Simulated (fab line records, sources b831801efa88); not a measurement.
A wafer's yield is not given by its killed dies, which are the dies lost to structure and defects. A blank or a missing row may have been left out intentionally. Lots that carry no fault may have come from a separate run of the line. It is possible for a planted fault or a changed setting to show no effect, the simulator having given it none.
fab line records	flow sfq_line
[record] lots = 5	wafers = 23
route steps=325 shown I4@174 JJ@180 M5@201 R5@218 I5@233 C5@240 M6@255 I6@271
start_h: the number of hours between the record's first day and the start of the first shown wafer of the lot	wait_h: time in hours since the lot's previous step	" identical to the entry in the row above	L1.1+2: one row covering several wafers at once	- either no value or no given start	* or withheld: withheld	< > ~ a bound
route shown NAME@n: names a module that has steps shown in the file, with the first one's number in the route	usual: the fault-free wafers' mean and standard deviation	same: alike in all rows	chamber/n: place in a boat	sites: per-site readings	_std_site: how widely they spread, as a standard deviation	_edge_site: mean of outer sites minus mean of inner sites	radius_mm: how far each site lies from the wafer's centre	mask NAME#n: copy n	behind: the tool/chamber that last shaped the wafer	hold: what put the lot on hold/how long, in hours/how the hold closed	device: whichever transistor did not switch (one of n, p or np)	end of line: the same wafers' tests at the end of the route	a step with no rows: only its recipe	killed: dies lost to structure and defects at the first sort, not the wafer's yield	map: the dies of a wafer, with x for killed, . for not killed, _ for no die there
set.NAME: the setting the step ran with; set.NAME@STEP: the setting that earlier step ran with	model.NAME: the simulator's own value behind a step, which no gauge read
lots run with intentionally changed settings; tables by step, rows by wafer
[[steps]]
[step SFQ_TRILAYER_I4_VIA_BARC_OPEN_VIA_ETCH_146]
[recipe] mask_material = PR	chemistry = O2	target_depth_nm = 125	target = BARC	source_w = 500	bias_w = 80	pressure_mtorr = 30	time_s = 41.7
lot.wafer	tool	chamber	start_h	wait_h	set.time_s	set.dose_mj@TRILAYER_I4_VIA_LITHO_EXPOSE_104	model.I4.cd_nm	model.KrF_of_TRILAYER_I4_VIA_LITHO_COAT_103.thk_nm
L075.1	rie_diel-03	0	912.93	0.0	39.71	21.3	698	572.8
L075.2	"	2	"	"	41.7	21.3	699.5	573.9
L075.3	"	3	"	"	41.7	21.3	698.9	574.1
L075.4	"	1	"	"	39.71	21.3	697.9	572.8
L075.5	"	3	"	"	41.7	21.3	697.6	573.1
L076.1	rie_diel-03	3	919.68	0.0	41.7	20.16	690	574.1
L076.2	"	2	"	"	41.7	21.3	698.5	576
L076.3	"	0	"	"	45.64	21.3	700	570.6
L076.4	"	1	"	"	41.7	20.16	690.5	574.1
L076.5	"	2	"	"	45.64	20.16	691.9	572.5
L079.1	rie_diel-01	0	937.68	0.0	41.7	21.3	699.3	578
L079.3	"	2	"	"	41.7	21.3	699.6	578.9
L079.4	"	1	"	"	36.95	21.3	700.6	586.1
L079.5	"	1	"	"	36.95	21.99	705.1	584
L079.6	"	2	"	"	36.95	21.99	704.9	584.7
L082.1	rie_diel-01	2	952.85	0.0	41.7	21.3	700	571.8
L082.2	"	0	"	"	41.7	21.3	699.8	571
L082.4	"	3	"	"	41.7	21.3	701.4	572.2
L085.1	rie_diel-02	3	961.25	0.0	41.7	21.93	702.8	573
L085.2	"	0	"	"	46.24	21.3	699.8	567
L085.3	"	2	"	"	46.24	21.93	704.1	567.1
L085.4	"	1	"	"	41.7	21.93	702.9	572
L085.6	"	2	"	"	41.7	21.3	699.9	572.5
[step SFQ_TRILAYER_JJ_TRILAYER_DEP_SPUTTER_110]
[recipe] material = Al	base_pressure_pa = 1.33e-06	target_thk_nm = 8	power_w = 500	time_s = 10	chamber_pressure_pa = 0.4
lot.wafer	tool	chamber	start_h	wait_h	set.chamber_pressure_pa	model.Al_of_TRILAYER_JJ_TRILAYER_DEP_SPUTTER_110.thk_nm
L075.1	pvd_sputter-06	-	913.96	0.0	0.4558	7.869
L075.2	"	-	"	"	0.4558	7.896
L075.3	"	-	"	"	0.4558	7.881
L075.4	"	-	"	"	0.4558	7.826
L075.5	"	-	"	"	0.4558	7.963
L076.1	pvd_sputter-03	-	920.72	0.0	0.4509	7.777
L076.2	"	-	"	"	0.4509	7.711
L076.3	"	-	"	"	0.4509	7.758
L076.4	"	-	"	"	0.4509	7.821
L076.5	"	-	"	"	0.4509	7.849
L079.1	pvd_sputter-03	-	938.71	0.0	0.3608	8.431
L079.3	"	-	"	"	0.3608	8.467
L079.4	"	-	"	"	0.3608	8.494
L079.5	"	-	"	"	0.3608	8.411
L079.6	"	-	"	"	0.3608	8.529
L082.1	pvd_sputter-03	-	953.88	0.0	0.4	8.102
L082.2	"	-	"	"	0.4	8.083
L082.4	"	-	"	"	0.4	7.996
L085.1	pvd_sputter-04	-	962.46	0.0	0.3703	8.076
L085.2	"	-	"	"	0.3703	8.304
L085.3	"	-	"	"	0.3703	8.215
L085.4	"	-	"	"	0.3703	8.274
L085.6	"	-	"	"	0.3703	8.244
[step SFQ_TRILAYER_JJ_CE_LITHO_COAT_114]
[recipe] resist = KrF	spin_rpm = 3000	resist_thk_nm = 600
lot.wafer	tool	chamber	start_h	wait_h	set.resist_thk_nm	model.KrF_of_TRILAYER_JJ_CE_LITHO_COAT_114.thk_nm
L075.1	litho_track-04	0	915.54	0.2	567.8	567
L075.2	"	0	"	"	567.8	567.1
L075.3	"	0	"	"	600	600
L075.4	"	0	"	"	600	600.9
L075.5	"	0	"	"	600	599.4
L076.1	litho_track-04	0	922.34	0.2	600	600.4
L076.2	"	0	"	"	628.6	627.9
L076.3	"	0	"	"	600	599.9
L076.4	"	0	"	"	600	597.9
L076.5	"	0	"	"	628.6	628.7
L079.1	litho_track-02	0	940.29	0.2	600	600.3
L079.3	"	0	"	"	619.3	618.5
L079.4	"	0	"	"	619.3	619.5
L079.5	"	0	"	"	600	599
L079.6	"	0	"	"	600	600.6
L082.1	litho_track-04	0	955.47	0.2	600	601.4
L082.2	"	0	"	"	600	600.5
L082.4	"	0	"	"	600	600.6
L085.1	litho_track-04	0	964.04	0.2	600	599.7
L085.2	"	0	"	"	600	600.7
L085.3	"	0	"	"	600	602.1
L085.4	"	0	"	"	600	599
L085.6	"	0	"	"	600	600.2
[step SFQ_TRILAYER_M5_LITHO_EXPOSE_124]
[recipe] mask_id = M5	na = 0.6	source_shape = conventional	sigma_outer = 0.65	target_cd_nm = 700	dose_mj = 14.4
lot.wafer	tool	chamber	start_h	wait_h	mask	set.dose_mj
L075.1+2+5	krf_scanner-02	0	1037.65	-	M5#0	14.4
L075.3+4	"	0	"	"	M5#0	13.48
L076.1+2+5	krf_scanner-02	0	1041.25	-	M5#0	14.8
L076.3+4	"	0	"	"	M5#0	14.4
L079.1+3+5	krf_scanner-02	0	1059.25	-	M5#0	13.89
L079.4+6	"	0	"	"	M5#0	14.4
L082.1+2+4	krf_scanner-02	0	1072.45	-	M5#0	14.4
L085.1+4	krf_scanner-02	0	1084.45	-	M5#0	14.4
L085.2+3+6	"	0	"	"	M5#0	15.36
[step SFQ_TRILAYER_M5_BARC_OPEN_METAL_ETCH_161]
[recipe] mask_material = PR	chemistry = O2	target_depth_nm = 125	target = BARC	icp_w = 600	bias_w = 80	pressure_mtorr = 10	time_s = 41.7
lot.wafer	tool	chamber	start_h	wait_h	set.pressure_mtorr	set.dose_mj@TRILAYER_M5_LITHO_EXPOSE_124	model.M5.cd_nm
L075.1	rie_metal-02	1	1039.18	0.0	11.25	14.4	701.1
L075.2	"	0	"	"	11.25	14.4	700.1
L075.3	"	0	"	"	11.25	13.48	711.9
L075.4	"	1	"	"	11.25	13.48	712.4
L075.5	"	1	"	"	11.25	14.4	700.9
L076.1	rie_metal-02	1	1042.78	0.0	10	14.8	696.7
L076.2	"	0	"	"	10	14.8	695.7
L076.3	"	0	"	"	10	14.4	700.7
L076.4	"	1	"	"	10	14.4	701
L076.5	"	0	"	"	10	14.8	695.4
L079.1	rie_metal-02	0	1060.78	0.0	11.29	13.89	708
L079.3	"	0	"	"	11.29	13.89	706.8
L079.4	"	1	"	"	11.29	14.4	701.2
L079.5	"	1	"	"	11.29	13.89	708.3
L079.6	"	0	"	"	11.29	14.4	702.4
L082.1	rie_metal-02	0	1073.98	0.0	10	14.4	699.6
L082.2	"	1	"	"	10	14.4	699.7
L082.4	"	0	"	"	10	14.4	699.8
L085.1	rie_metal-04	1	1085.98	0.0	10.53	14.4	701.7
L085.2	"	0	"	"	10.53	15.36	691
L085.3	"	1	"	"	10.53	15.36	692.4
L085.4	"	0	"	"	10.53	14.4	700.6
L085.6	"	0	"	"	10.53	15.36	691.6
[step SFQ_TRILAYER_M5_ETCH_METAL_ETCH_126]
[recipe] target = Nb	stop_on = SiO2	mask_material = PR	over_etch_frac = 0.15	time_s = 203.2	chemistry = Cl2/BCl3	target_depth_nm = 265	icp_w = 600	bias_w = 80	pressure_mtorr = 10
lot.wafer	tool	chamber	start_h	wait_h	set.dose_mj@TRILAYER_M5_LITHO_EXPOSE_124	model.M5.cd_nm
L075.1	rie_metal-02	1	1039.24	0.0	14.4	699.7
L075.2+5	"	0,1	"	"	14.4	698.9
L075.3	"	0	"	"	13.48	711.1
L075.4	"	1	"	"	13.48	711.3
L076.1	rie_metal-02	1	1042.84	0.0	14.8	696
L076.2	"	0	"	"	14.8	695.2
L076.3	"	0	"	"	14.4	700.3
L076.4	"	1	"	"	14.4	700.5
L076.5	"	0	"	"	14.8	695.3
L079.1	rie_metal-02	0	1060.84	0.0	13.89	707.5
L079.3	"	0	"	"	13.89	705.6
L079.4	"	1	"	"	14.4	701.6
L079.5	"	1	"	"	13.89	707.6
L079.6	"	0	"	"	14.4	700.9
L082.1	rie_metal-02	0	1074.04	0.0	14.4	698.3
L082.2	"	1	"	"	14.4	699.5
L082.4	"	0	"	"	14.4	699.2
L085.1	rie_metal-04	1	1086.04	0.0	14.4	701.6
L085.2	"	0	"	"	15.36	689.6
L085.3	"	1	"	"	15.36	692
L085.4	"	0	"	"	14.4	699.4
L085.6	"	0	"	"	15.36	690
[step SFQ_TRILAYER_R5_LITHO_COAT_136]
[recipe] resist = KrF	spin_rpm = 3000	resist_thk_nm = 600
lot.wafer	tool	chamber	start_h	wait_h	set.spin_rpm	model.KrF_of_TRILAYER_R5_LITHO_COAT_136.thk_nm
L075.1	litho_track-02	0	1076.90	0.2	3000	602.7
L075.2+5	"	0	"	"	3000	-
L075.3	"	0	"	"	3000	600.9
L075.4	"	0	"	"	3000	602.3
L076.1	litho_track-02	0	1079.90	0.2	3000	600.1
L076.2	"	0	"	"	3000	600.7
L076.3	"	0	"	"	3000	602.5
L076.4	"	0	"	"	3170	585.4
L076.5	"	0	"	"	3170	584.9
L079.1	litho_track-01	0	1101.20	0.2	2853	618.1
L079.3	"	0	"	"	3000	602.1
L079.4+5	"	0	"	"	3000	-
L079.6	"	0	"	"	2853	618.2
L082.1	litho_track-02	0	1117.13	0.2	3000	599
L082.2	"	0	"	"	3000	600.3
L082.4	"	0	"	"	3000	600.4
L085.1+4	litho_track-01	0	1132.13	0.2	3000	599.7
L085.2	"	0	"	"	3000	601.4
L085.3	"	0	"	"	3000	601.1
L085.6	"	0	"	"	3000	600.4
[step SFQ_TRILAYER_I5_LITHO_PEB_147]
[recipe] peb_temp_c = 115	peb_time_s = 60	resist = KrF
lot.wafer	tool	chamber	start_h	wait_h	set.peb_time_s
L075.1+2+3+4+5	litho_track-01	0	1313.82	1.0	60
L076.1+3+5	litho_track-04	0	1319.82	1.0	68.01
L076.2+4	"	0	"	"	60
L079.1+4	litho_track-03	0	1343.94	1.0	54.48
L079.3+5+6	"	0	"	"	60
L082.1+2+4	litho_track-04	0	1362.58	1.0	60
L085.1+2	litho_track-03	0	1380.70	1.0	60
L085.3+4+6	"	0	"	"	66.49
[step SFQ_TRILAYER_I5_LITHO_DEVELOP_146]
[recipe] time_s = 60	resist = KrF
[step SFQ_TRILAYER_I5_BARC_OPEN_VIA_ETCH_200]
[recipe] mask_material = PR	chemistry = O2	target_depth_nm = 125	target = BARC	source_w = 500	bias_w = 80	pressure_mtorr = 30	time_s = 41.7
lot.wafer	tool	chamber	start_h	wait_h	set.peb_time_s@TRILAYER_I5_LITHO_PEB_147	model.I5.cd_nm
L075.1	rie_diel-03	1	1314.15	0.0	60	702.7
L075.2	"	2	"	"	60	701
L075.3	"	0	"	"	60	703.1
L075.4	"	3	"	"	60	702.9
L075.5	"	3	"	"	60	702.8
L076.1	rie_diel-04	0	1320.15	0.0	68.01	716.3
L076.2	"	2	"	"	60	699.8
L076.3	"	3	"	"	68.01	716.7
L076.4	"	0	"	"	60	697.7
L076.5	"	2	"	"	68.01	717.3
L079.1	rie_diel-03	2	1344.28	0.0	54.48	683.8
L079.3	"	3	"	"	60	699.2
L079.4	"	0	"	"	54.48	684.9
L079.5	"	0	"	"	60	700
L079.6	"	3	"	"	60	700.4
L082.1	rie_diel-01	1	1362.92	0.0	60	697.7
L082.2	"	3	"	"	60	700.8
L082.4	"	0	"	"	60	700.9
L085.1	rie_diel-01	1	1381.04	0.0	60	699.6
L085.2	"	2	"	"	60	701.9
L085.3	"	3	"	"	66.49	715.4
L085.4	"	0	"	"	66.49	714.3
L085.6	"	0	"	"	66.49	714.9
[step SFQ_TRILAYER_C5_LITHO_COAT_156]
[recipe] resist = BARC	spin_rpm = 3000	resist_thk_nm = 62
lot.wafer	tool	chamber	start_h	wait_h	set.resist_thk_nm	model.BARC_of_TRILAYER_C5_LITHO_COAT_156.thk_nm
L075.1	litho_track-04	0	1315.12	0.0	62	62.04
L075.2	"	0	"	"	62	61.82
L075.3	"	0	"	"	65.44	65.38
L075.4	"	0	"	"	62	61.8
L075.5	"	0	"	"	65.44	65.43
L076.1	litho_track-02	0	1321.12	0.0	62	62.07
L076.2	"	0	"	"	65.05	65.23
L076.3	"	0	"	"	62	62.06
L076.4	"	0	"	"	62	62.16
L076.5	"	0	"	"	65.05	65
L079.1	litho_track-03	0	1345.24	0.0	62	62.19
L079.3	"	0	"	"	60.26	60.32
L079.4	"	0	"	"	60.26	60.59
L079.5	"	0	"	"	62	62.25
L079.6	"	0	"	"	62	61.95
L082.1	litho_track-04	0	1363.88	0.0	62	61.81
L082.2+4	"	0	"	"	62	61.79
L085.1+2	litho_track-02	0	1382.01	0.0	62	62.24
L085.3	"	0	"	"	62	62.32
L085.4	"	0	"	"	62	62.27
L085.6	"	0	"	"	62	62.26
[step SFQ_TRILAYER_C5_BARC_OPEN_VIA_ETCH_210]
[recipe] mask_material = PR	chemistry = O2	target_depth_nm = 125	target = BARC	source_w = 500	bias_w = 80	pressure_mtorr = 30	time_s = 41.7
[usual] oes_product_au = 0.686/0.0046
lot.wafer	tool	chamber	start_h	wait_h	set.bias_w	set.resist_thk_nm@TRILAYER_C5_LITHO_COAT_156	oes_product_au	model.etch.depth_nm
L075.1	rie_diel-02	2	1317.40	0.0	80	62	0.687	-
L075.2	"	0	"	"	80	62	0.676	-
L075.3	"	1	"	"	80	65.44	0.702	65.38
L075.4	"	3	"	"	80	62	0.685	61.8
L075.5	"	1	"	"	80	65.44	0.704	-
L076.1	rie_diel-03	2	1323.40	0.0	80	62	0.683	-
L076.2	"	1	"	"	80	65.05	0.705	65.23
L076.3	"	0	"	"	80	62	0.682	-
L076.4	"	3	"	"	80	62	0.687	62.16
L076.5	"	3	"	"	80	65.05	0.701	-
L079.1	rie_diel-03	3	1360.52	0.0	75.97	62	0.692	-
L079.3	"	0	"	"	75.97	60.26	0.680	-
L079.4	"	2	"	"	80	60.26	0.676	-
L079.5	"	2	"	"	80	62	0.687	-
L079.6	"	3	"	"	75.97	62	0.693	-
L082.1	rie_diel-03	2	1371.57	0.0	80	62	0.688	61.81
L082.2	"	3	"	"	80	62	0.681	61.79
L082.4	"	1	"	"	80	62	0.694	61.79
L085.1	rie_diel-02	3	1385.49	0.0	80	62	0.683	62.24
L085.2	"	0	"	"	72.49	62	0.687	-
L085.3	"	2	"	"	72.49	62	0.689	-
L085.4	"	1	"	"	80	62	0.689	62.27
L085.6	"	0	"	"	72.49	62	0.689	62.26
[step SFQ_TRILAYER_M6_LITHO_COAT_164]
[recipe] resist = BARC	spin_rpm = 3000	resist_thk_nm = 62
lot.wafer	tool	chamber	start_h	wait_h	set.resist_thk_nm	model.BARC_of_TRILAYER_M6_LITHO_COAT_164.thk_nm
L075.1	litho_track-02	0	1318.57	0.1	62	61.89
L075.2	"	0	"	"	62	61.69
L075.3	"	0	"	"	62	62.04
L075.4	"	0	"	"	62	61.95
L075.5	"	0	"	"	62	61.91
L076.1	litho_track-02	0	1324.57	0.1	60.96	61.06
L076.2	"	0	"	"	62	62.18
L076.3	"	0	"	"	62	62.09
L076.4	"	0	"	"	60.96	61.08
L076.5	"	0	"	"	60.96	61.05
L079.1	litho_track-03	0	1362.28	0.1	62	61.79
L079.3	"	0	"	"	62	61.74
L079.4	"	0	"	"	62	61.68
L079.5	"	0	"	"	62	61.71
L079.6	"	0	"	"	62	61.92
L082.1	litho_track-03	0	1372.74	0.1	62	62.03
L082.2	"	0	"	"	62	61.82
L082.4	"	0	"	"	62	61.87
L085.1	litho_track-03	0	1386.65	0.1	60.03	60.32
L085.2	"	0	"	"	62	62.28
L085.3	"	0	"	"	60.03	60.28
L085.4	"	0	"	"	62	62.16
L085.6	"	0	"	"	62	62.17
[step SFQ_TRILAYER_M6_LITHO_COAT_159]
[recipe] resist = KrF	spin_rpm = 3000	resist_thk_nm = 600
[step SFQ_TRILAYER_M6_LITHO_SOFTBAKE_163]
[recipe] temp_c = withheld	time_s = withheld	resist = KrF
[step SFQ_TRILAYER_M6_LITHO_DEVELOP_161]
[recipe] time_s = 60	resist = KrF
[step SFQ_TRILAYER_M6_BARC_OPEN_METAL_ETCH_206]
[recipe] mask_material = PR	chemistry = O2	target_depth_nm = 125	target = BARC	icp_w = 600	bias_w = 80	pressure_mtorr = 10	time_s = 41.7
lot.wafer	tool	chamber	start_h	wait_h	set.resist_thk_nm@TRILAYER_M6_LITHO_COAT_164	model.etch.depth_nm
L075.1+2+5	rie_metal-03	0,1,0	1456.44	0.0	62	-
L075.3	"	0	"	"	62	62.04
L075.4	"	1	"	"	62	61.95
L076.1+5	rie_metal-02	0,1	1460.04	0.0	60.96	-
L076.2	"	1	"	"	62	62.18
L076.3	"	1	"	"	62	-
L076.4	"	0	"	"	60.96	61.08
L079.1+3+4+5+6	rie_metal-04	1,1,0,1,0	1493.89	0.0	62	-
L082.1	rie_metal-02	0	1502.29	0.0	62	62.03
L082.2	"	1	"	"	62	61.82
L082.4	"	1	"	"	62	61.87
L085.1	rie_metal-02	1	1519.09	0.0	60.03	60.32
L085.2	"	0	"	"	62	-
L085.3	"	1	"	"	60.03	-
L085.4	"	0	"	"	62	62.16
L085.6	"	1	"	"	62	62.17
[step SFQ_TRILAYER_I6_VIA_LITHO_COAT_169]
[recipe] resist = KrF	spin_rpm = 3000	resist_thk_nm = 650
lot.wafer	tool	chamber	start_h	wait_h	set.resist_thk_nm	model.KrF_of_TRILAYER_I6_VIA_LITHO_COAT_169.thk_nm
L075.1	litho_track-01	0	1462.71	0.2	650	650.4
L075.2	"	0	"	"	622.4	625.9
L075.3	"	0	"	"	650	651.7
L075.4	"	0	"	"	650	652.3
L075.5	"	0	"	"	622.4	623.3
L076.1	litho_track-04	0	1465.70	0.2	650	649.1
L076.2	"	0	"	"	679.3	679.5
L076.3	"	0	"	"	679.3	678
L076.4	"	0	"	"	650	649.2
L076.5	"	0	"	"	679.3	677.3
L079.1	litho_track-02	0	1499.55	0.2	650	648.8
L079.3	"	0	"	"	650	651.5
L079.4	"	0	"	"	650	648.1
L079.5	"	0	"	"	650	648.6
L079.6	"	0	"	"	650	649.4
L082.1	litho_track-01	0	1507.95	0.2	650	650.5
L082.2	"	0	"	"	650	648.1
L082.4	"	0	"	"	650	648.9
L085.1	litho_track-04	0	1524.76	0.2	650	648.4
L085.2	"	0	"	"	673.9	672.8
L085.3	"	0	"	"	650	650.4
L085.4	"	0	"	"	673.9	673.2
L085.6	"	0	"	"	650	648.1
[step SFQ_TRILAYER_I6_VIA_BARC_OPEN_VIA_ETCH_235]
[recipe] mask_material = PR	chemistry = O2	target_depth_nm = 125	target = BARC	source_w = 500	bias_w = 80	pressure_mtorr = 30	time_s = 41.7
lot.wafer	tool	chamber	start_h	wait_h	set.source_w
L075.1+2+3	rie_diel-01	0,2,1	1584.01	0.0	500
L075.4+5	"	3,2	"	"	525.5
L076.1+3	rie_diel-04	0,1	1587.61	0.0	500
L076.2+4+5	"	2,3,0	"	"	459.7
L079.1+4	rie_diel-02	3,1	1618.99	0.0	441
L079.3+5+6	"	2,3,0	"	"	500
L082.1+2+4	rie_diel-01	0,3,1	1624.99	0.0	500
L085.1+4	rie_diel-01	3,0	1640.59	0.0	556.3
L085.2+3+6	"	2,0,2	"	"	500
[step SFQ_TRILAYER_I6_VIA_ETCH_VIA_ETCH_172]
[recipe] target = SiO2	stop_on = Nb	mask_material = PR	taper_deg = 20	chemistry = CHF3	target_depth_nm = 260	source_w = 500	bias_w = 80	pressure_mtorr = 30	time_s = withheld
lot.wafer	tool	chamber	start_h	wait_h	set.resist_thk_nm@TRILAYER_I6_VIA_LITHO_COAT_169	model.KrF_of_TRILAYER_I6_VIA_LITHO_COAT_169.thk_nm
L075.1	rie_diel-01	0	1584.05	0.0	650	528.8
L075.2	"	2	"	"	622.4	505.7
L075.3	"	1	"	"	650	531.2
L075.4	"	3	"	"	650	531.6
L075.5	"	2	"	"	622.4	501
L076.1	rie_diel-04	0	1587.65	0.0	650	527
L076.2	"	2	"	"	679.3	562.2
L076.3	"	1	"	"	679.3	554.2
L076.4	"	3	"	"	650	529.9
L076.5	"	0	"	"	679.3	559.4
L079.1	rie_diel-02	3	1619.03	0.0	650	533.1
L079.3	"	2	"	"	650	528
L079.4	"	1	"	"	650	531.3
L079.5	"	3	"	"	650	526
L079.6	"	0	"	"	650	529.4
L082.1	rie_diel-01	0	1625.03	0.0	650	527.8
L082.2	"	3	"	"	650	528.1
L082.4	"	1	"	"	650	528
L085.1	rie_diel-01	3	1640.63	0.0	650	524.4
L085.2	"	2	"	"	673.9	552.6
L085.3	"	0	"	"	650	529.3
L085.4	"	0	"	"	673.9	546.7
L085.6	"	2	"	"	650	527.3
[[key]]
[split] step = SFQ_TRILAYER_I4_VIA_BARC_OPEN_VIA_ETCH_146	setting = time_s	stated = 41.7	by = wafer
[response] step = SFQ_TRILAYER_I4_VIA_BARC_OPEN_VIA_ETCH_146	reading = model.KrF_of_TRILAYER_I4_VIA_LITHO_COAT_103.thk_nm	change = -0.442	per = 1%	r = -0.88
[split] step = SFQ_TRILAYER_JJ_TRILAYER_DEP_SPUTTER_110	setting = chamber_pressure_pa	stated = 0.4	by = lot
[response] step = SFQ_TRILAYER_JJ_TRILAYER_DEP_SPUTTER_110	reading = model.Al_of_TRILAYER_JJ_TRILAYER_DEP_SPUTTER_110.thk_nm	change = -0.0233	per = 1%	r = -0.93
[split] step = SFQ_TRILAYER_JJ_CE_LITHO_COAT_114	setting = resist_thk_nm	stated = 600	by = wafer
[response] step = SFQ_TRILAYER_JJ_CE_LITHO_COAT_114	reading = model.KrF_of_TRILAYER_JJ_CE_LITHO_COAT_114.thk_nm	change = +6.08	per = 1%	r = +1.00
[split] step = SFQ_TRILAYER_M5_LITHO_EXPOSE_124	setting = dose_mj	stated = 14.4	by = wafer
[response] step = SFQ_TRILAYER_M5_BARC_OPEN_METAL_ETCH_161	reading = model.M5.cd_nm	change = -1.62	per = 1%	r = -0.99
[response] step = SFQ_TRILAYER_M5_ETCH_METAL_ETCH_126	reading = model.M5.cd_nm	change = -1.68	per = 1%	r = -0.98
[split] step = SFQ_TRILAYER_M5_BARC_OPEN_METAL_ETCH_161	setting = pressure_mtorr	stated = 10	by = lot
response none clear
[split] step = SFQ_TRILAYER_R5_LITHO_COAT_136	setting = spin_rpm	stated = 3000	by = wafer
[response] step = SFQ_TRILAYER_R5_LITHO_COAT_136	reading = model.KrF_of_TRILAYER_R5_LITHO_COAT_136.thk_nm	change = -2.95	per = 1%	r = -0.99
[split] step = SFQ_TRILAYER_I5_LITHO_PEB_147	setting = peb_time_s	stated = 60	by = wafer
[response] step = SFQ_TRILAYER_I5_BARC_OPEN_VIA_ETCH_200	reading = model.I5.cd_nm	change = +1.41	per = 1%	r = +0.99
[split] step = SFQ_TRILAYER_C5_LITHO_COAT_156	setting = resist_thk_nm	stated = 62	by = wafer
[response] step = SFQ_TRILAYER_C5_LITHO_COAT_156	reading = model.BARC_of_TRILAYER_C5_LITHO_COAT_156.thk_nm	change = +0.621	per = 1%	r = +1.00
[response] step = SFQ_TRILAYER_C5_BARC_OPEN_VIA_ETCH_210	reading = oes_product_au	change = +0.00385	per = 1%	r = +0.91
[response] step = SFQ_TRILAYER_C5_BARC_OPEN_VIA_ETCH_210	reading = model.etch.depth_nm	change = +0.636	per = 1%	r = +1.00
[split] step = SFQ_TRILAYER_C5_BARC_OPEN_VIA_ETCH_210	setting = bias_w	stated = 80	by = wafer
response none clear
[split] step = SFQ_TRILAYER_M6_LITHO_COAT_164	setting = resist_thk_nm	stated = 62	by = wafer
[response] step = SFQ_TRILAYER_M6_LITHO_COAT_164	reading = model.BARC_of_TRILAYER_M6_LITHO_COAT_164.thk_nm	change = +0.609	per = 1%	r = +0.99
[response] step = SFQ_TRILAYER_M6_BARC_OPEN_METAL_ETCH_206	reading = model.etch.depth_nm	change = +0.594	per = 1%	r = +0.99
[split] step = SFQ_TRILAYER_I6_VIA_LITHO_COAT_169	setting = resist_thk_nm	stated = 650	by = wafer
[response] step = SFQ_TRILAYER_I6_VIA_LITHO_COAT_169	reading = model.KrF_of_TRILAYER_I6_VIA_LITHO_COAT_169.thk_nm	change = +6.42	per = 1%	r = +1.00
[response] step = SFQ_TRILAYER_I6_VIA_ETCH_VIA_ETCH_172	reading = model.KrF_of_TRILAYER_I6_VIA_LITHO_COAT_169.thk_nm	change = +6.45	per = 1%	r = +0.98
[split] step = SFQ_TRILAYER_I6_VIA_BARC_OPEN_VIA_ETCH_235	setting = source_w	stated = 500	by = wafer
response none clear
split outside_this_file step=SFQ_TRILAYER_I4_VIA_LITHO_EXPOSE_104 setting=dose_mj
// split outside_this_file: this setting was split too, and the file shows its column; the key of that split is in another file
